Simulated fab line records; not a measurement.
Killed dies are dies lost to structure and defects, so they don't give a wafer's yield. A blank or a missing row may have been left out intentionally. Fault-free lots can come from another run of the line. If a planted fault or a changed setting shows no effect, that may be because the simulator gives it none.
The same fault as seen by 2 desks / flow gf180mcu / only its own numbers are on each desk; what lay behind them is given at the end

AT THE TOOL OWNER'S DESK: litho track-04
The tool's own readings at GF_POLY_GATE_SOFTBAKE_06 (time 60 s): means of the sampled wafers that have a number, for each lot that ran on this tool. Marked OUT: a lot whose mean sits more than 4 standard deviations from the usual mean, which makes it out of limits; the brackets give that distance.
Columns: A = heater power total W at GF_POLY_GATE_SOFTBAKE_06, usual 93.06 W; B = plate temp C at GF_POLY_GATE_SOFTBAKE_06, usual 129.98 C
lot=L972; first seen here=day 9 20:00; A=93.03; B=129.93
lot=L974; first seen here=day 10 07:00; A=93.04; B=130.04
lot=L982; first seen here=day 12 21:00; A=95.44 (+37) OUT; B=132.54 (+20) OUT
lot=L983; first seen here=day 13 02:00; A=95.42 (+37) OUT; B=132.66 (+21) OUT
This desk's verdict: out of limits on L982, L983, starting with L982 at day 12 21:00 (heater power total W at GF_POLY_GATE_SOFTBAKE_06). L972, L974: within limits.

THE METROLOGY DESK
Lot by lot, what the gauges showed, no matter which tool ran the lot: averages of those sampled wafers that carry a number. Marked OUT: a lot whose mean sits more than 4 standard deviations from the usual mean, which makes it out of limits; the brackets give that distance.
Columns: A = VT_IMPLANT_02_OVL at GF_VT_IMPLANT_OVL_MEAS_29, usual 0.0 nm; B = cd nm at GF_POLY_GATE_CD_MEAS_10, usual 280.1 nm; C = HV_LDD_02_OVL at GF_HV_LDD_OVL_MEAS_32, usual -1.2 nm
lot=L969; first seen here=day 6 18:05; A=-1.0; B=280.7; C=-1.2
lot=L970; first seen here=day 7 12:35; A=0.7; B=280.5; C=-0.9
lot=L971; first seen here=day 7 19:41; A=-0.6; B=281.0; C=-1.7
lot=L972; first seen here=day 7 20:20; A=1.7; B=281.1; C=0.1
lot=L974; first seen here=day 8 06:51; A=0.2; B=279.8; C=-3.8
lot=L975; first seen here=day 8 14:14; A=0.2; B=278.1; C=-1.0
lot=L978; first seen here=day 9 10:18; A=-0.8; B=281.5; C=-0.2
lot=L980; first seen here=day 9 21:07; A=0.2; B=281.0; C=-1.3
lot=L982; first seen here=day 10 15:29; A=0.7; B=271.2 (-7.4) OUT; C=-1.3
lot=L983; first seen here=day 10 21:00; A=0.4; B=272.3 (-6.5) OUT; C=-1.5
lot=L986; first seen here=day 11 18:52; A=0.1; B=281.8; C=-2.1
lot=L987; first seen here=day 12 03:20; A=-0.1; B=278.9; C=-2.3
lot=L988; first seen here=day 12 07:54; A=-0.8; B=280.4; C=1.5
lot=L989; first seen here=day 12 13:59; A=0.4; B=278.7; C=-3.0
This desk's verdict: out of limits on L982, L983, starting with L982 at day 13 06:56 (cd nm at GF_POLY_GATE_CD_MEAS_10). L969, L970, L971, L972, L974, L975, L978, L980, L986, L987, L988, L989: within limits.

PUT TOGETHER
On L982, L983, at day 12 21:00, an alarm was possible from the tool owner's desk.
On L982, L983, the metrology desk was in a position to raise an alarm at day 13 06:56.
The lots listed all ran GF_POLY_GATE_SOFTBAKE_06 on litho track-04.

WHAT THE SIMULATOR HAD INSERTED
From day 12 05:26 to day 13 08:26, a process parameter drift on litho track-04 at GF_POLY_GATE_SOFTBAKE_06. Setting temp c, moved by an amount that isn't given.
Struck lots among those shown: L982, L983.
Hours from the fault's start to each desk's first reading out of limits: the tool owner's desk, 16; the metrology desk, 26.
